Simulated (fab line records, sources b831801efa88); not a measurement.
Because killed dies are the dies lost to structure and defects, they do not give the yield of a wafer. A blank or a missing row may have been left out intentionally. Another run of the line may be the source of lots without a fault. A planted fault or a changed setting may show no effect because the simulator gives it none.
fab line records	flow sky130
record: lots: 7	wafers: 21	last-day: 50
route steps=708 shown PWDE@52 NWELL@56 PAD_OPEN@708
lots that met no fault: taken from a fault-free run of the same line
start-h: hours from the record's opening day to when the first of the lot's shown wafers began	wait-h: hours from the lot's prior step to this one	" same as the row above	L1.1+2: several wafers, shown together as one row	- value missing, or start not given	* or withheld: withheld	< > ~ a bound
route shown NAME@n: NAME is a module with steps in the file, n the number in the route of the first one	usual: mean/standard deviation of fault-free wafers	same: alike in all rows	chamber/n: place in a boat	sites: each site's reading	_std_site: the standard deviation of these	_edge_site: outer sites' mean less inner sites'	radius-mm: how far each site lies from the wafer's centre	mask NAME#n: copy n	behind: the tool/chamber that last shaped the wafer	hold: reason for holding the lot/hours on hold/outcome of the hold	device: the transistor (n, p or np) that didn't switch	end of line: the tests these same wafers got at the end of their route	for a step that has no rows: nothing shown but its recipe	killed: dies lost to structure and defects at the first sort, not the wafer's yield	map: the dies of a wafer, with x for killed, . for not killed, _ for no die there
set.NAME: the setting the step ran with; set.NAME@STEP: the setting that earlier step ran with	model.NAME: the simulator's own value behind a step, which no gauge read
lots at selected steps of the route; one table per step, one row per wafer
services: when a tool's chamber went out of use (start-h, in hours from the record's first day, below 0 if earlier), for how many hours, and the reason
== steps ==
step: SKY_PWDE_OVL_MEAS_07
usual: PWDE_OVL: 0.0/1.4
lot.wafer	tool	chamber	start-h	wait-h	PWDE_OVL[nm]
L879.2	overlay-01	-	87.79	-	-1.3
L879.3	"	-	"	"	-2.2
L879.6	"	-	"	"	-1.4
L880.1	overlay-02	-	90.32	-	0.3
L880.4	"	-	"	"	-0.5
L880.6	"	-	"	"	1.0
L882.3	overlay-02	-	103.94	-	-1.7
L882.5	"	-	"	"	-2.1
L882.6	"	-	"	"	0.8
L890.2	overlay-02	-	148.33	-	0.6
L890.5	"	-	"	"	0.9
L890.6	"	-	"	"	0.9
L893.2	overlay-02	-	162.18	-	-1.2
L893.5	"	-	"	"	-0.9
L893.6	"	-	"	"	-0.7
L896.2	overlay-02	-	183.28	-	2.9
L896.3	"	-	"	"	-0.4
L896.6	"	-	"	"	3.2
L899.2	overlay-02	-	203.53	-	-1.0
L899.3	"	-	"	"	0.1
L899.5	"	-	"	"	-1.1
step: SKY_PWDE_IMPLANT_08
recipe: species: B	energy-kev: 150	dose-cm2: 3.6e+12	tilt-deg: withheld
step: SKY_PWDE_STRIP_09
recipe: chemistry: O2/N2	power-w: 1400	pressure-mtorr: 1500	platen-temp-c: withheld	o2-flow-sccm: 3000	n2-flow-sccm: 300	overash-fraction: 0.5
usual: drypump-motor-current-A: 5.7/0.34	oes-product-au: 0.723/0.0044	strip-time-to-endpoint-s: 37.00/0.11
lot.wafer	tool	chamber	start-h	wait-h	drypump-motor-current-A	oes-product-au	rf-hours-counter-h	strip-time-to-endpoint-s
L879.2	plasma-asher-01	0	87.97	0.1	5.6	0.718	37	36.89
L879.3	"	0	"	"	5.7	0.717	-	36.91
L879.6	"	1	"	"	5.6	0.723	-	37.02
L880.1	plasma-asher-01	1	90.51	0.1	5.6	0.718	37	36.99
L880.4	"	0	"	"	5.7	0.721	-	36.95
L880.6	"	1	"	"	5.6	0.725	-	37.01
L882.3	plasma-asher-04	0	104.14	0.1	5.6	0.726	-	37.22
L882.5	"	0	"	"	5.6	0.721	-	37.16
L882.6	"	1	"	"	5.9	0.728	-	37.18
L890.2	plasma-asher-04	0	148.51	0.1	5.6	0.721	46	37.06
L890.5	"	0	"	"	5.6	0.717	-	36.96
L890.6	"	1	"	"	5.9	0.713	-	37.05
L893.2	plasma-asher-04	1	162.36	0.1	5.9	0.718	47	36.78
L893.5	"	1	"	"	5.9	0.722	-	36.90
L893.6	"	0	"	"	5.6	0.721	-	36.77
L896.2	plasma-asher-02	1	183.46	0.1	5.1	0.728	39	37.01
L896.3	"	1	"	"	5.1	0.723	-	37.11
L896.6	"	0	"	"	6.6	0.718	-	37.06
L899.2	plasma-asher-01	0	203.71	0.1	5.7	0.721	49	36.99
L899.3	"	0	"	"	5.6	0.725	-	36.95
L899.5	"	0	"	"	5.7	0.722	-	37.04
step: SKY_PWDE_TW_MEAS_10
usual: PWDE_TW: 371/3.2
lot.wafer	tool	chamber	start-h	wait-h	PWDE_TW
L879.2	film-metro-01	-	88.08	0.1	373
L879.3	"	-	"	"	372
L879.6	"	-	"	"	373
L880.1	film-metro-02	-	90.61	0.1	368
L880.4	"	-	"	"	366
L880.6	"	-	"	"	367
L882.3	film-metro-03	-	104.23	0.1	372
L882.5	"	-	"	"	370
L882.6	"	-	"	"	373
L890.2	film-metro-03	-	148.62	0.1	371
L890.5	"	-	"	"	371
L890.6	"	-	"	"	369
L893.2	film-metro-03	-	162.47	0.1	374
L893.5	"	-	"	"	372
L893.6	"	-	"	"	372
L896.2	film-metro-01	-	183.57	0.1	374
L896.3	"	-	"	"	371
L896.6	"	-	"	"	372
L899.2	film-metro-02	-	203.82	0.1	368
L899.3	"	-	"	"	370
L899.5	"	-	"	"	368
step: SKY_NWELL_DEHYDRATE_03
recipe: temp-c: 200	time-s: 60
step: SKY_NWELL_HMDS_04
recipe: prime-time-s: 60	prime-temp-c: 120
step: SKY_NWELL_COAT_05
recipe: spin-rpm: 2000	resist-thk-nm: 3000
step: SKY_NWELL_SOFTBAKE_06
recipe: temp-c: 110	time-s: withheld
step: SKY_NWELL_EXPOSE_07
recipe: mask-id: NWM	na: 0.6	source-shape: conventional	sigma-outer: 0.6	polarization: unpolarized	target-cd-nm: 840	dose-mj: 255
step: SKY_NWELL_PEB_08
recipe: temp-c: 115	time-s: withheld
step: SKY_NWELL_DEVELOP_09
recipe: wall-angle-deg: 90	developer: TMAH	develop-time-s: 60	dev-temp-c: 23
step: SKY_NWELL_OVL_MEAS_10
usual: NWELL_00_OVL: 0.1/1.5
lot.wafer	tool	chamber	start-h	wait-h	NWELL_00_OVL[nm]
L879.2	overlay-01	-	105.87	-	-0.7
L879.3	"	-	"	"	-0.8
L879.6	"	-	"	"	-0.4
L880.1	overlay-01	-	109.17	-	-1.6
L880.4	"	-	"	"	-0.6
L880.6	"	-	"	"	-1.6
L882.3	overlay-01	-	122.44	-	-0.7
L882.5	"	-	"	"	-0.4
L882.6	"	-	"	"	0.6
L890.2	overlay-01	-	168.22	-	-1.3
L890.5	"	-	"	"	-1.0
L890.6	"	-	"	"	-1.4
L893.2	overlay-02	-	182.93	-	0.1
L893.5	"	-	"	"	1.4
L893.6	"	-	"	"	2.0
L896.2	overlay-01	-	204.92	-	1.7
L896.3	"	-	"	"	2.4
L896.6	"	-	"	"	-0.6
L899.2	overlay-02	-	225.33	-	0.2
L899.3	"	-	"	"	0.1
L899.5	"	-	"	"	-1.9
step: SKY_NWELL_IMPLANT_11
recipe: species: P	energy-kev: 400	dose-cm2: 1.9e+13	tilt-deg: withheld
usual: beam-energy-keV: 399.99/0.13
lot.wafer	tool	chamber	start-h	wait-h	beam-energy-keV	model.implant.rp-nm	model.implant.drp-nm
L879.2	implanter-03	0	105.93	0.0	315.12	383	104.1
L879.3	"	0	"	"	315.26	383	104.1
L879.6	"	0	"	"	315.25	383	104.1
L880.1	implanter-03	0	109.20	0.0	315.20	417.7	104.1
L880.4	"	0	"	"	314.97	417.7	104.1
L880.6	"	0	"	"	315.12	417.7	104.1
L882.3	implanter-03	0	122.51	0.1	315.49	397.1	104.1
L882.5	"	0	"	"	315.35	397.1	104.1
L882.6	"	0	"	"	315.07	397.1	104.1
L890.2	implanter-02	0	168.28	0.0	399.95	501	116.9
L890.5	"	0	"	"	400.04	501	116.9
L890.6	"	0	"	"	399.94	501	116.9
L893.2	implanter-02	0	182.99	0.0	400.14	500.3	116.9
L893.5	"	0	"	"	400.05	500.3	116.9
L893.6	"	0	"	"	399.99	500.3	116.9
L896.2	implanter-03	0	204.98	0.0	400.01	489	116.9
L896.3	"	0	"	"	399.96	489	116.9
L896.6	"	0	"	"	399.93	489	116.9
L899.2	implanter-01	0	225.39	0.0	399.74	505.2	116.9
L899.3	"	0	"	"	399.76	505.2	116.9
L899.5	"	0	"	"	399.80	505.2	116.9
step: SKY_NWELL_IMPLANT_12
recipe: species: P	energy-kev: 120	dose-cm2: 1.3e+12	tilt-deg: withheld
step: SKY_NWELL_IMPLANT_13
recipe: species: P	energy-kev: 50	dose-cm2: 7e+11	tilt-deg: withheld
step: SKY_NWELL_STRIP_14
recipe: chemistry: O2/N2	power-w: 1400	pressure-mtorr: 1500	platen-temp-c: withheld	o2-flow-sccm: 3000	n2-flow-sccm: 300	overash-fraction: 0.5
usual: drypump-motor-current-A: 5.73/0.17	oes-product-au: 0.722/0.0045	strip-time-to-endpoint-s: 36.95/0.097
lot.wafer	tool	chamber	start-h	wait-h	drypump-motor-current-A	oes-product-au	rf-hours-counter-h	strip-time-to-endpoint-s
L879.2	plasma-asher-03	0	106.35	0.1	6.20	0.723	43	36.98
L879.3	"	0	"	"	6.17	0.721	-	36.93
L879.6	"	1	"	"	5.74	0.719	-	36.93
L880.1	plasma-asher-01	1	109.65	0.1	5.66	0.720	39	36.97
L880.4	"	1	"	"	5.65	0.724	-	36.85
L880.6	"	0	"	"	5.64	0.716	-	36.96
L882.3	plasma-asher-04	1	122.94	0.1	5.90	0.723	-	36.92
L882.5	"	1	"	"	5.88	0.724	-	36.91
L882.6	"	0	"	"	5.56	0.724	-	36.88
L890.2	plasma-asher-01	1	168.70	0.1	5.65	0.718	45	36.91
L890.5	"	1	"	"	5.65	0.719	-	36.94
L890.6	"	0	"	"	5.65	0.725	-	36.96
L893.2	plasma-asher-01	1	183.41	0.1	5.67	0.719	47	36.81
L893.5	"	1	"	"	5.72	0.716	-	36.74
L893.6	"	0	"	"	5.62	0.719	-	36.92
L896.2	plasma-asher-04	0	205.40	0.1	5.57	0.727	51	37.02
L896.3	"	1	"	"	5.90	0.722	-	36.97
L896.6	"	1	"	"	5.91	0.722	-	37.11
L899.2	plasma-asher-04	0	225.81	0.1	5.54	0.727	54	36.91
L899.3	"	1	"	"	5.89	0.719	-	37.04
L899.5	"	0	"	"	5.53	0.724	-	36.90
step: SKY_NWELL_TW_MEAS_15
usual: NWELL_TW: 1805/18
lot.wafer	tool	chamber	start-h	wait-h	NWELL_TW
L879.2	film-metro-03	-	106.46	0.1	1782
L879.3	"	-	"	"	1778
L879.6	"	-	"	"	1771
L880.1	film-metro-02	-	109.75	0.1	1733
L880.4	"	-	"	"	1726
L880.6	"	-	"	"	1730
L882.3	film-metro-03	-	123.03	0.1	1752
L882.5	"	-	"	"	1761
L882.6	"	-	"	"	1758
L890.2	film-metro-02	-	168.81	0.1	1782
L890.5	"	-	"	"	1776
L890.6	"	-	"	"	1769
L893.2	film-metro-03	-	183.52	0.1	1828
L893.5	"	-	"	"	1812
L893.6	"	-	"	"	1820
L896.2	film-metro-03	-	205.51	0.1	1820
L896.3	"	-	"	"	1808
L896.6	"	-	"	"	1808
L899.2	film-metro-02	-	225.92	0.1	1781
L899.3	"	-	"	"	1777
L899.5	"	-	"	"	1780
step: SKY_NWELL_DEHYDRATE_16
recipe: temp-c: 200	time-s: 60
step: SKY_NWELL_HMDS_17
recipe: prime-time-s: 60	prime-temp-c: 120
step: SKY_NWELL_COAT_18
recipe: spin-rpm: 2000	resist-thk-nm: 3000
step: SKY_NWELL_SOFTBAKE_19
recipe: temp-c: 110	time-s: withheld
step: SKY_NWELL_EXPOSE_20
recipe: mask-id: NWM_COMPLEMENT	na: 0.6	source-shape: conventional	sigma-outer: 0.6	polarization: unpolarized	target-cd-nm: 840	dose-mj: 260
step: SKY_NWELL_PEB_21
recipe: temp-c: 115	time-s: withheld
step: SKY_NWELL_DEVELOP_22
recipe: wall-angle-deg: 90	developer: TMAH	develop-time-s: 60	dev-temp-c: 23
step: SKY_NWELL_OVL_MEAS_23
usual: NWELL_01_OVL: 0.2/1.1
lot.wafer	tool	chamber	start-h	wait-h	NWELL_01_OVL[nm]
L879.2	overlay-02	-	124.13	-	1.0
L879.3	"	-	"	"	-0.2
L879.6	"	-	"	"	-0.1
L880.1	overlay-02	-	127.99	-	-0.5
L880.4	"	-	"	"	-0.1
L880.6	"	-	"	"	-0.4
L882.3	overlay-01	-	141.44	-	1.1
L882.5	"	-	"	"	1.7
L882.6	"	-	"	"	-1.3
L890.2	overlay-02	-	189.22	-	-0.1
L890.5	"	-	"	"	1.6
L890.6	"	-	"	"	0.2
L893.2	overlay-02	-	205.03	-	-1.8
L893.5	"	-	"	"	-1.6
L893.6	"	-	"	"	0.1
L896.2	overlay-01	-	227.63	-	1.2
L896.3	"	-	"	"	1.1
L896.6	"	-	"	"	0.6
L899.2	overlay-01	-	249.18	-	-1.4
L899.3	"	-	"	"	0.7
L899.5	"	-	"	"	1.1
step: SKY_NWELL_IMPLANT_24
recipe: species: B	energy-kev: 140	dose-cm2: 9.2e+12	tilt-deg: withheld
step: SKY_NWELL_STRIP_25
recipe: chemistry: O2/N2	power-w: 1400	pressure-mtorr: 1500	platen-temp-c: withheld	o2-flow-sccm: 3000	n2-flow-sccm: 300	overash-fraction: 0.5
usual: drypump-motor-current-A: 5.74/0.17	oes-product-au: 0.723/0.0043	strip-time-to-endpoint-s: 36.97/0.13
lot.wafer	tool	chamber	start-h	wait-h	drypump-motor-current-A	oes-product-au	rf-hours-counter-h	strip-time-to-endpoint-s
L879.2	plasma-asher-03	0	124.31	0.1	6.18	0.718	1	36.95
L879.3	"	1	"	"	5.78	0.718	-	36.91
L879.6	"	1	"	"	5.80	0.728	-	36.94
L880.1	plasma-asher-04	1	128.18	0.1	5.89	0.719	44	36.82
L880.4	"	1	"	"	5.91	0.725	-	36.77
L880.6	"	0	"	"	5.54	0.728	-	36.73
L882.3	plasma-asher-01	1	141.64	0.1	5.64	0.726	-	36.99
L882.5	"	0	"	"	5.65	0.726	-	37.01
L882.6	"	1	"	"	5.66	0.721	-	36.87
L890.2	plasma-asher-04	1	189.40	0.1	5.90	0.719	50	37.14
L890.5	"	1	"	"	5.91	0.730	-	37.18
L890.6	"	0	"	"	5.58	0.722	-	37.12
L893.2	plasma-asher-01	0	205.21	0.1	5.65	0.729	49	36.98
L893.5	"	1	"	"	5.68	0.720	-	36.99
L893.6	"	0	"	"	5.65	0.723	-	37.07
L896.2	plasma-asher-04	0	227.81	0.1	5.58	0.719	54	36.98
L896.3	"	0	"	"	5.56	0.722	-	37.03
L896.6	"	1	"	"	5.91	0.728	-	37.03
L899.2	plasma-asher-01	0	249.36	0.1	5.65	0.729	50	36.87
L899.3	"	1	"	"	5.69	0.720	-	36.86
L899.5	"	0	"	"	5.64	0.719	-	36.87
step: SKY_NWELL_TW_MEAS_26
usual: NWELL_2_TW: 492/4.7
lot.wafer	tool	chamber	start-h	wait-h	NWELL_2_TW
L879.2	film-metro-01	-	124.42	0.1	494
L879.3	"	-	"	"	493
L879.6	"	-	"	"	493
L880.1	film-metro-03	-	128.28	0.1	495
L880.4	"	-	"	"	497
L880.6	"	-	"	"	493
L882.3	film-metro-01	-	141.73	0.1	495
L882.5	"	-	"	"	497
L882.6	"	-	"	"	497
L890.2	film-metro-03	-	189.56	0.1	497
L890.5	"	-	"	"	499
L890.6	"	-	"	"	495
L893.2	film-metro-02	-	205.32	0.1	489
L893.5	"	-	"	"	490
L893.6	"	-	"	"	488
L896.2	film-metro-01	-	227.92	0.1	500
L896.3	"	-	"	"	497
L896.6	"	-	"	"	496
L899.2	film-metro-01	-	249.47	0.1	496
L899.3	"	-	"	"	492
L899.5	"	-	"	"	492
step: SKY_NWELL_CLEAN_27
recipe: chemistry: SC1/SC2	mix: 1:4:20	temp-c: 70	time-s: 150	dry: n2-spin
step: SKY_NWELL_RTA_28
recipe: temp-c: 1050	time-s: 30	idle-temp-c: 650	ramp-up-c-per-s: 150	ramp-down-c-per-s: 90	ambient: N2
usual: lamp-power-pct: 25.31/0.054	wafer_temp_C_max: 1054.7/0.85
same: time-s: 30
lot.wafer	tool	chamber	start-h	wait-h	lamp-power-pct	wafer_temp_C_max
L879.2	rtp-anneal-01	0	124.54	0.0	25.36	1053.6
L879.3	"	0	"	"	25.35	1054.9
L879.6	"	0	"	"	25.39	1054.5
L880.1	rtp-anneal-02	0	128.39	0.0	25.30	1054.0
L880.4	"	0	"	"	25.29	1054.1
L880.6	"	0	"	"	25.28	1055.1
L882.3	rtp-anneal-02	0	141.89	0.1	25.25	1053.8
L882.5	"	0	"	"	25.27	1055.2
L882.6	"	0	"	"	25.35	1054.0
L890.2	rtp-anneal-02	0	189.68	0.0	25.36	1054.5
L890.5	"	0	"	"	25.30	1055.2
L890.6	"	0	"	"	25.31	1054.9
L893.2	rtp-anneal-02	0	205.44	0.0	25.30	1055.4
L893.5	"	0	"	"	25.39	1053.4
L893.6	"	0	"	"	25.40	1053.9
L896.2	rtp-anneal-01	0	228.04	0.0	25.30	1055.3
L896.3	"	0	"	"	25.33	1054.1
L896.6	"	0	"	"	25.34	1053.6
L899.2	rtp-anneal-01	0	249.59	0.0	25.32	1053.2
L899.3	"	0	"	"	25.31	1054.0
L899.5	"	0	"	"	25.29	1054.6
step: SKY_NWELL_RS_MEAS_29
recipe: thk-meas-gauge: four-point-probe
usual: NWELL_RS: 625.2/1.9
lot.wafer	tool	chamber	start-h	wait-h	NWELL_RS[ohm/sq]
L879.2	film-metro-02	-	124.64	0.1	658.5
L879.3	"	-	"	"	659.6
L879.6	"	-	"	"	659.5
L880.1	film-metro-01	-	128.59	0.2	665.6
L880.4	"	-	"	"	665.1
L880.6	"	-	"	"	663.9
L882.3	film-metro-02	-	142.06	0.1	664.9
L882.5	"	-	"	"	664.1
L882.6	"	-	"	"	664.8
L890.2	film-metro-01	-	189.78	0.1	624.8
L890.5	"	-	"	"	625.3
L890.6	"	-	"	"	624.5
L893.2	film-metro-01	-	205.55	0.1	626.1
L893.5	"	-	"	"	627.0
L893.6	"	-	"	"	626.1
L896.2	film-metro-03	-	228.14	0.1	626.4
L896.3	"	-	"	"	628.0
L896.6	"	-	"	"	625.7
L899.2	film-metro-02	-	249.69	0.1	626.6
L899.3	"	-	"	"	625.3
L899.5	"	-	"	"	624.5
step: SKY_PAD_OPEN_PROBE_99
usual: killed_at_M0_to_M3: 43/7.3	killed_at_M4_up: 3.1/1.7	killed-at-contacts: 25/5.3	killed-at-front-end: 14/4.1	killed-at-other: 0.3/0.56	killed-dies: 85/9.4	killed-on-rim: 17/4	killed-open: 46/7.4	killed-short: 38/5.8
same: gross-dies: 492	killed-at-back-side: 0
lot.wafer	tool	chamber	start-h	wait-h	killed_at_M0_to_M3	killed_at_M4_up	killed-at-contacts	killed-at-front-end	killed-at-other	killed-dies	killed-on-rim	killed-open	killed-short	model.etest.pfet_16v.r-on-ohm-um	model.etest.res-nwell.line-ohm-um	model.etest.res-nwell.rs-ohm-sq	model.etest.nfet_16v.r-on-ohm-um	model.etest.pfet-g5v0d10v5.r-on-ohm-um	model.etest.tip_p_5v.rs-ohm-sq	model.etest.tip-p.rs-ohm-sq	model.etest.res-iso-pwell.width-nm
L880.1	prober-02	-	1102.16	0.1	44	1	30	17	0	92	14	59	32	1.662e+04	1963	1580	1.498e+04	5022	3068	7057	2674
L880.4	prober-02	-	1102.31	0.2	38	6	30	15	0	89	17	49	40	1.583e+04	1746	1405	1.453e+04	5030	3090	7089	2678
L880.6	prober-02	-	1102.41	0.2	23	2	33	12	0	70	15	39	30	1.642e+04	1885	1527	1.48e+04	5019	3078	7024	2667
L879.2	prober-01	-	1102.56	0.1	50	1	26	17	0	94	15	50	44	1.694e+04	2739	2102	1.54e+04	5031	3179	7163	2729
L879.3	prober-01	-	1102.61	0.2	45	2	34	11	0	92	21	56	36	1.681e+04	2566	1966	1.501e+04	5061	3204	7185	2720
L879.6	prober-01	-	1102.76	0.2	37	4	30	15	0	86	16	57	29	1.725e+04	2837	2133	1.553e+04	5141	3219	7182	2734
L882.3	prober-01	-	1118.25	0.2	43	2	30	10	0	85	16	49	36	1.593e+04	2105	1680	1.46e+04	5018	3123	7069	2705
L882.5	prober-01	-	1118.35	0.2	51	3	14	17	0	85	17	42	43	1.587e+04	2197	1698	1.465e+04	4947	3110	7133	2711
L882.6	prober-01	-	1118.40	0.2	39	5	16	26	1	87	14	49	37	1.668e+04	2434	1908	1.507e+04	5007	3108	7085	2712
L890.2	prober-01	-	1161.71	0.1	36	5	22	12	1	76	13	38	38	1.53e+04	1121	942.9	1.425e+04	4717	2861	6950	2636
L890.5	prober-01	-	1161.86	0.2	37	4	23	14	0	78	14	46	32	1.55e+04	1130	962.4	1.426e+04	4813	2876	6942	2643
L890.6	prober-01	-	1161.91	0.2	49	2	29	12	0	92	24	49	43	1.522e+04	1114	941.7	1.432e+04	4776	2860	6872	2659
L893.2	prober-02	-	1175.80	0.1	33	4	26	10	0	73	15	43	30	1.518e+04	1106	934.1	1.422e+04	4643	2852	6941	2636
L893.5	prober-02	-	1175.95	0.2	42	4	26	13	2	87	20	38	49	1.498e+04	1112	929.5	1.414e+04	4654	2862	6952	2639
L893.6	prober-02	-	1176.00	0.2	46	6	22	10	1	85	13	42	43	1.521e+04	1099	924.3	1.42e+04	4636	2855	7019	2643
L896.2	prober-01	-	1185.35	0.1	32	2	28	14	0	76	12	40	36	1.478e+04	1181	978.8	1.384e+04	4702	2821	6879	2671
L896.3	prober-01	-	1185.40	0.2	26	1	17	17	0	61	6	33	28	1.479e+04	1191	979.4	1.387e+04	4708	2817	6893	2667
L896.6	prober-01	-	1185.55	0.2	47	6	27	15	0	95	16	54	41	1.512e+04	1209	995.3	1.406e+04	4788	2821	6852	2651
L899.2	prober-01	-	1204.74	0.1	43	4	19	13	0	79	14	38	41	1.534e+04	1078	917.2	1.423e+04	4807	2841	6789	2642
L899.3	prober-01	-	1204.79	0.2	40	2	22	16	0	80	17	40	40	1.542e+04	1061	913.2	1.433e+04	4793	2854	6801	2642
L899.5	prober-01	-	1204.89	0.2	50	4	16	14	0	84	21	43	41	1.502e+04	1084	907.9	1.402e+04	4693	2846	6822	2633
killed by level:class
L880.1 CONTACT:geometric-particle:open=12 VIA1:geometric-particle:open=10 VIA3:geometric-particle:open=9 LI_CONTACT:geometric-particle:open=8 LOCAL_INTERCONNECT:geometric-particle:short=7 METAL1:geometric-particle:short=6 POLY_GATE:geometric-particle:open=5 FIELD_ISO:geometric-particle:open=5
L880.4 CONTACT:geometric-particle:open=15 METAL2:geometric-particle:short=8 VIA1:geometric-particle:open=8 VIA2:geometric-particle:open=5 VIA3:geometric-particle:open=5 METAL4:geometric-particle:short=5 POLY_GATE:geometric-particle:short=4 POLY_GATE:geometric-particle:open=4
L880.6 CONTACT:geometric-particle:open=10 LI_CONTACT:geometric-particle:open=9 CONTACT:geometric-particle:short=7 VIA1:geometric-particle:open=6 VIA1:geometric-particle:short=5 LOCAL_INTERCONNECT:geometric-particle:short=5 POLY_GATE:geometric-particle:short=4 FIELD_ISO:geometric-particle:short=3
L879.2 VIA1:geometric-particle:open=14 CONTACT:geometric-particle:open=10 METAL1:geometric-particle:short=6 VIA1:geometric-particle:short=6 VIA2:geometric-particle:open=6 VIA3:geometric-particle:short=6 FIELD_ISO:geometric-particle:open=5 LI_CONTACT:geometric-particle:short=5
L879.3 LI_CONTACT:geometric-particle:open=14 VIA3:geometric-particle:open=10 VIA1:geometric-particle:short=7 VIA1:geometric-particle:open=7 LI_CONTACT:geometric-particle:short=6 VIA2:geometric-particle:open=6 CONTACT:geometric-particle:open=5 CONTACT:geometric-particle:short=4
L879.6 CONTACT:geometric-particle:open=11 LI_CONTACT:geometric-particle:open=10 VIA1:geometric-particle:open=10 VIA3:geometric-particle:open=7 METAL1:geometric-particle:short=5 FIELD_ISO:geometric-particle:open=4 POLY_GATE:geometric-particle:open=4 VIA2:geometric-particle:open=4
L882.3 CONTACT:geometric-particle:open=14 VIA1:geometric-particle:open=11 VIA3:geometric-particle:open=7 LI_CONTACT:geometric-particle:open=5 LI_CONTACT:geometric-particle:short=5 CONTACT:geometric-particle:short=5 METAL1:geometric-particle:short=5 VIA2:geometric-particle:open=5
L882.5 VIA3:geometric-particle:open=8 VIA1:geometric-particle:short=7 METAL1:geometric-particle:short=7 VIA2:geometric-particle:open=7 VIA1:geometric-particle:open=6 POLY_GATE:geometric-particle:open=5 FIELD_ISO:geometric-particle:open=4 FIELD_ISO:geometric-particle:short=4
L882.6 VIA1:geometric-particle:open=10 FIELD_ISO:geometric-particle:open=9 VIA2:geometric-particle:open=9 CONTACT:geometric-particle:open=6 FIELD_ISO:geometric-particle:short=5 METAL1:geometric-particle:short=5 POLY_GATE:geometric-particle:open=4 METAL2:geometric-particle:short=4
L890.2 CONTACT:geometric-particle:open=11 LOCAL_INTERCONNECT:geometric-particle:short=6 VIA1:geometric-particle:open=6 VIA2:geometric-particle:open=5 VIA3:geometric-particle:open=5 METAL3:geometric-particle:short=4 VIA1:geometric-particle:short=4 FIELD_ISO:geometric-particle:open=3
L890.5 VIA1:geometric-particle:open=8 CONTACT:geometric-particle:open=7 LI_CONTACT:geometric-particle:open=6 FIELD_ISO:geometric-particle:open=5 VIA2:geometric-particle:open=5 METAL2:geometric-particle:open=5 POLY_GATE:geometric-particle:open=4 LOCAL_INTERCONNECT:geometric-particle:short=4
L890.6 VIA1:geometric-particle:open=12 CONTACT:geometric-particle:open=10 METAL2:geometric-particle:short=8 FIELD_ISO:geometric-particle:open=7 CONTACT:geometric-particle:short=7 LI_CONTACT:geometric-particle:open=6 VIA1:geometric-particle:short=6 VIA2:geometric-particle:short=5
L893.2 LOCAL_INTERCONNECT:geometric-particle:short=9 VIA2:geometric-particle:open=9 VIA1:geometric-particle:open=8 CONTACT:geometric-particle:open=8 VIA3:geometric-particle:open=7 LI_CONTACT:geometric-particle:open=6 POLY_GATE:geometric-particle:short=3 CONTACT:geometric-particle:short=3
L893.5 CONTACT:geometric-particle:short=10 CONTACT:geometric-particle:open=10 METAL2:geometric-particle:short=10 VIA1:geometric-particle:open=7 VIA2:geometric-particle:open=7 FIELD_ISO:geometric-particle:short=6 VIA3:geometric-particle:open=6 METAL1:geometric-particle:short=5
L893.6 VIA1:geometric-particle:open=11 CONTACT:geometric-particle:short=9 VIA2:geometric-particle:open=7 METAL2:geometric-particle:short=6 CONTACT:geometric-particle:open=5 VIA2:geometric-particle:short=5 METAL4:geometric-particle:short=5 POLY_GATE:geometric-particle:open=4
L896.2 CONTACT:geometric-particle:open=10 LI_CONTACT:geometric-particle:open=8 METAL1:geometric-particle:short=8 VIA2:geometric-particle:open=7 VIA1:geometric-particle:open=6 VIA1:geometric-particle:short=5 POLY_GATE:geometric-particle:short=5 CONTACT:geometric-particle:short=5
L896.3 POLY_GATE:geometric-particle:open=9 CONTACT:geometric-particle:open=6 METAL1:geometric-particle:short=6 VIA3:geometric-particle:open=5 CONTACT:geometric-particle:short=4 VIA1:geometric-particle:open=4 LI_CONTACT:geometric-particle:short=3 FIELD_ISO:geometric-particle:short=2
L896.6 VIA1:geometric-particle:open=13 VIA2:geometric-particle:open=10 CONTACT:geometric-particle:open=9 LI_CONTACT:geometric-particle:open=7 VIA2:geometric-particle:short=7 METAL1:geometric-particle:short=6 CONTACT:geometric-particle:short=6 POLY_GATE:geometric-particle:short=4
L899.2 VIA3:geometric-particle:open=8 VIA1:geometric-particle:short=8 VIA1:geometric-particle:open=8 LI_CONTACT:geometric-particle:open=5 CONTACT:geometric-particle:short=5 METAL1:geometric-particle:short=5 VIA2:geometric-particle:open=5 FIELD_ISO:geometric-particle:short=4
L899.3 VIA2:geometric-particle:open=8 CONTACT:geometric-particle:open=7 METAL1:geometric-particle:short=6 CONTACT:geometric-particle:short=6 VIA1:geometric-particle:open=6 VIA3:geometric-particle:open=6 POLY_GATE:geometric-particle:open=5 POLY_GATE:geometric-particle:short=5
L899.5 VIA1:geometric-particle:open=9 METAL2:geometric-particle:short=8 VIA2:geometric-particle:open=8 FIELD_ISO:geometric-particle:open=7 LI_CONTACT:geometric-particle:open=6 LOCAL_INTERCONNECT:geometric-particle:short=6 METAL1:geometric-particle:short=6 FIELD_ISO:geometric-particle:short=5
== services ==
tool	chamber	start-h	hours	kind
plasma-asher-03	-	108.75	9.0	pm
plasma-asher-03	0	108.75	9.0	vent-cycle
plasma-asher-03	1	108.75	9.0	vent-cycle
plasma-asher-03	0	117.75	-	clean
plasma-asher-03	1	117.75	-	clean
implanter-03	-	130.11	0.5	repair
implanter-01	-	140.84	74.8	pm
plasma-asher-03	-	181.77	3.6	repair
implanter-02	-	196.55	1.2	repair
plasma-asher-01	-	205.88	26.2	repair
implanter-01	-	215.69	4.6	pm
plasma-asher-02	-	230.34	2.8	pm
rtp-anneal-01	-	238.87	1.0	pm
== key ==
first-sign: step: SKY_NWELL_IMPLANT_11	reading: beam-energy-keV	direction: down	sigmas: 99+	usual: *	struck: *
effect: step: SKY_NWELL_TW_MEAS_15	reading: NWELL_TW	direction: down	sigmas: 2.9	usual: 1805	struck: 1755
effect: step: SKY_NWELL_RS_MEAS_29	reading: NWELL_RS	direction: up	sigmas: 20	usual: 625.2	struck: 662.9
model-effect: step: SKY_NWELL_IMPLANT_11	value: implant.rp-nm	without: 498.4	struck: 399.3
model-effect: step: SKY_PAD_OPEN_PROBE_99	value: etest.pfet_16v.r-on-ohm-um	without: 1.527e+04	struck: 1.648e+04
met-at SKY_NWELL_IMPLANT_11
struck-wafers L879.2,L879.3,L879.6,L880.1,L880.4,L880.6,L882.3,L882.5,L882.6
tester-left-out L879,L880,L882
fault: kind: process-parameter-drift	tool: implanter-03	chamber: -	onset-h: 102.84	steps: SKY_NWELL_IMPLANT_11	channel: energy-kev	offset: *	shape: step	end-h: 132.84	acts-in: *	stated: *
tester-left-out: of these lots the tester's yield and bins aren't shown, on N5 and GAA mostly nor the transistor test; their killed dies are dies lost to structure and defects alone, not to doping, threshold or leakage, so they don't give the yield
